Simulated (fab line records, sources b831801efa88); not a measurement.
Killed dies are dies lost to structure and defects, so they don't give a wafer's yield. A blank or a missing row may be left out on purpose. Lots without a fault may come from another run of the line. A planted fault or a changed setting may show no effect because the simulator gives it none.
Which tool did it? | flow gf180mcu | 13 lots, 39 wafers sampled, at 5 steps of a route of 602

WHAT THE GAUGES READ, wafer by wafer
GF_VT_IMPLANT_OVL_MEAS_29.
lot  | measured     | on         | VT_IMPLANT_02_OVL (nm)
L914 | day 6 18:41  | overlay-01 | -0.2 0.2 0.0
L915 | day 7 03:29  | overlay-02 | 2.5 0.5 -0.7
L916 | day 7 10:14  | overlay-02 | 0.1 1.9 -0.4
L917 | day 7 17:26  | overlay-02 | 1.6 1.1 0.2
L918 | day 7 22:44  | overlay-02 | -1.5 0.3 0.3
L919 | day 8 06:09  | overlay-01 | -0.4 -0.9 0.6
L920 | day 8 12:47  | overlay-02 | 0.2 -0.7 -0.1
L921 | day 8 20:45  | overlay-02 | 0.8 1.5 1.0
L923 | day 9 10:29  | overlay-02 | 0.0 0.2 1.2
L929 | day 10 23:23 | overlay-01 | 289.3 289.2 291.1 288.1 288.2 289.3
L930 | day 11 02:53 | overlay-02 | 292.3 292.6 293.7 291.0 291.0 292.3
L931 | day 11 14:44 | overlay-01 | -0.6 1.0 -2.5
L934 | day 12 08:56 | overlay-01 | -1.2 -1.7 -1.4

GF_M1_RS_MEAS_05: measures by four-point-probe.
lot  | measured     | on            | M1_ALCU_RS (ohm/sq)
L914 | day 16 00:22 | film_metro-02 | 0.0698 0.0700 0.0702
L915 | day 16 13:46 | film_metro-03 | 0.0699 0.0699 0.0695
L916 | day 16 23:46 | film_metro-01 | 0.0694 0.0691 0.0699
L917 | day 17 06:38 | film_metro-01 | 0.0693 0.0700 0.0697
L918 | day 17 12:33 | film_metro-03 | 0.0698 0.0698 0.0700
L919 | day 18 02:09 | film_metro-03 | 0.0693 0.0695 0.0691
L920 | day 18 10:40 | film_metro-01 | 0.0684 0.0688 0.0684
L921 | day 18 23:17 | film_metro-01 | 0.0695 0.0694 0.0692
L923 | day 19 19:08 | film_metro-02 | 0.0703 0.0695 0.0695
L931 | day 22 10:25 | film_metro-02 | 0.0700 0.0700 0.0698
L934 | day 23 11:31 | film_metro-02 | 0.0695 0.0694 0.0695

GF_V1_BOW_MEAS_05.
lot  | measured     | on            | V1_BOW (um)
L914 | day 17 00:31 | film_metro-03 | 77 83 79
L915 | day 17 13:39 | film_metro-02 | 83 81 86
L916 | day 18 00:14 | film_metro-04 | 68 75 79
L917 | day 18 06:55 | film_metro-03 | 87 89 88
L918 | day 18 13:28 | film_metro-02 | 67 72 86
L919 | day 19 03:05 | film_metro-04 | 86 88 77
L920 | day 19 12:20 | film_metro-04 | 91 79 73
L921 | day 20 00:43 | film_metro-02 | 74 71 83
L923 | day 20 20:46 | film_metro-03 | 90 89 89
L931 | day 23 10:16 | film_metro-03 | 84 94 90
L934 | day 24 10:54 | film_metro-04 | 86 78 86

WHICH TOOL RAN EACH LOT (tool, then ch and the chambers of the sampled wafers, then the start)
lot  | GF_VT_IMPLANT_EXPOSE_26             | GF_M1_METAL_ETCH_16
L914 | iline_stepper-02 ch 0, day 6 11:08  | rie_metal-03 ch 0, day 16 23:10
L915 | iline_stepper-01 ch 0, day 6 19:34  | rie_metal-04 ch 0,1, day 17 12:24
L916 | iline_stepper-02 ch 0, day 7 02:14  | rie_metal-01 ch 0,1, day 17 22:53
L917 | iline_stepper-02 ch 0, day 7 09:56  | rie_metal-04 ch 0,1, day 18 05:41
L918 | iline_stepper-01 ch 0, day 7 14:31  | rie_metal-01 ch 0,1, day 18 11:53
L919 | iline_stepper-02 ch 0, day 7 22:07  | rie_metal-04 ch 0,1, day 19 01:23
L920 | iline_stepper-01 ch 0, day 8 04:40  | rie_metal-01 ch 0,1, day 19 11:05
L921 | iline_stepper-01 ch 0, day 8 12:11  | rie_metal-04 ch 1, day 19 23:23
L923 | iline_stepper-01 ch 0, day 9 02:01  | rie_metal-01 ch 0,1, day 20 19:29
L929 | iline_stepper-02 ch 0, day 10 14:25 | -
L930 | iline_stepper-02 ch 0, day 10 18:18 | -
L931 | iline_stepper-01 ch 0, day 11 05:43 | rie_metal-01 ch 0,1, day 23 09:03
L934 | iline_stepper-01 ch 0, day 11 23:40 | rie_metal-04 ch 0,1, day 24 09:38
- GF_VT_IMPLANT_EXPOSE_26: exposes mask LVPWELL HV AREA, target cd 860 nm.
- GF_M1_METAL_ETCH_16: etches the open film in Cl2/BCl3, stops on SiO2, target depth 750.8 nm, time 125.1 s.

WHAT THE TOOLS THEMSELVES READ (means of the sampled wafers that have a number; where no wafer has one, the mark that the record gives instead)
GF_VT_IMPLANT_EXPOSE_26.
lot  | tool             | focus_offset_nm (nm) | stage_vel_mm_s (mm/s)
L914 | iline_stepper-02 | -0.3                 | 500.21
L915 | iline_stepper-01 | 0.7                  | 500.09
L916 | iline_stepper-02 | 0.7                  | 500.10
L917 | iline_stepper-02 | 0.4                  | 500.44
L918 | iline_stepper-01 | 0.4                  | 499.93
L919 | iline_stepper-02 | -0.8                 | 500.16
L920 | iline_stepper-01 | 0.1                  | 499.93
L921 | iline_stepper-01 | 0.2                  | 500.04
L923 | iline_stepper-01 | -0.6                 | 499.73
L929 | iline_stepper-02 | -0.5                 | 499.82
L930 | iline_stepper-02 | -0.1                 | 499.99
L931 | iline_stepper-01 | 1.2                  | 499.42
L934 | iline_stepper-01 | 0.1                  | 500.51

GF_M1_METAL_ETCH_16.
lot  | tool         | chamber_pressure_mTorr (mTorr) | drypump_motor_current_A (A) | oes_product_au (a.u.) | throttle_valve_pct (%)
L914 | rie_metal-03 | 8.002                          | 5.8                         | 0.986                 | 28.232
L915 | rie_metal-04 | 7.996                          | 5.9                         | 0.988                 | 28.232
L916 | rie_metal-01 | 7.999                          | 6.4                         | 0.991                 | 28.225
L917 | rie_metal-04 | 8.002                          | 5.8                         | 0.983                 | 28.235
L918 | rie_metal-01 | 7.999                          | 6.1                         | 0.992                 | 28.227
L919 | rie_metal-04 | 7.992                          | 5.8                         | 0.987                 | 28.233
L920 | rie_metal-01 | 8.006                          | 6.1                         | 0.988                 | 28.223
L921 | rie_metal-04 | 8.003                          | 5.6                         | 0.987                 | 28.232
L923 | rie_metal-01 | 7.993                          | 6.4                         | 0.988                 | 28.230
L931 | rie_metal-01 | 8.006                          | 6.4                         | 0.999                 | 28.220
L934 | rie_metal-04 | 7.994                          | 5.9                         | 0.986                 | 28.230

THE ANSWER, worked out from the rows above alone
Rule: what is usual is taken from the lots themselves. Put in order of their means at a reading, lots are off if they are a third of the lots or fewer, leave a main group of 4 or more, and stand apart from it by a gap of 3 or more times the standard deviation of the main group's means; of several such gaps the widest counts. A main group whose means are all the same, to the digits that the tables above print for the reading, isn't used. A lot without any number at a reading at which 4 lots or more have one is off too. The other lots that the step has rows for count as sound. The gauges are gone through in route order, then the tools' own readings, and for those a lot's mean is taken as printed above. The first step at which some lot is off is used, and at that step the reading that is off furthest; a lot without a number counts as furthest.
Off: L929, L930, at GF_VT_IMPLANT_OVL_MEAS_29 (VT_IMPLANT_02_OVL). The main group: mean 0.1 nm, standard deviation 0.73.
A tool fits if, at a process step before that reading, it ran every lot that is off, and no sound lot after the first of them. The gauges at GF_VT_IMPLANT_OVL_MEAS_29 are tried like those tools. One fits: iline_stepper-02 at GF_VT_IMPLANT_EXPOSE_26. Its last sound lot is L919 (day 7 22:07), its first lot that is off L929 (day 10 14:25): a fault that began between those two fits.

WHAT THE SIMULATOR HAD PUT IN
Scanner matching overlay: iline_stepper-02, from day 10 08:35 on, at GF_VT_IMPLANT_EXPOSE_26. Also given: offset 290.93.
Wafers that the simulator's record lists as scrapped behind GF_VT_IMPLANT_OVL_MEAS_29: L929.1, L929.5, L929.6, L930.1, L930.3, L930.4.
Lots struck among those shown: L929, L930. The rule above found the same.
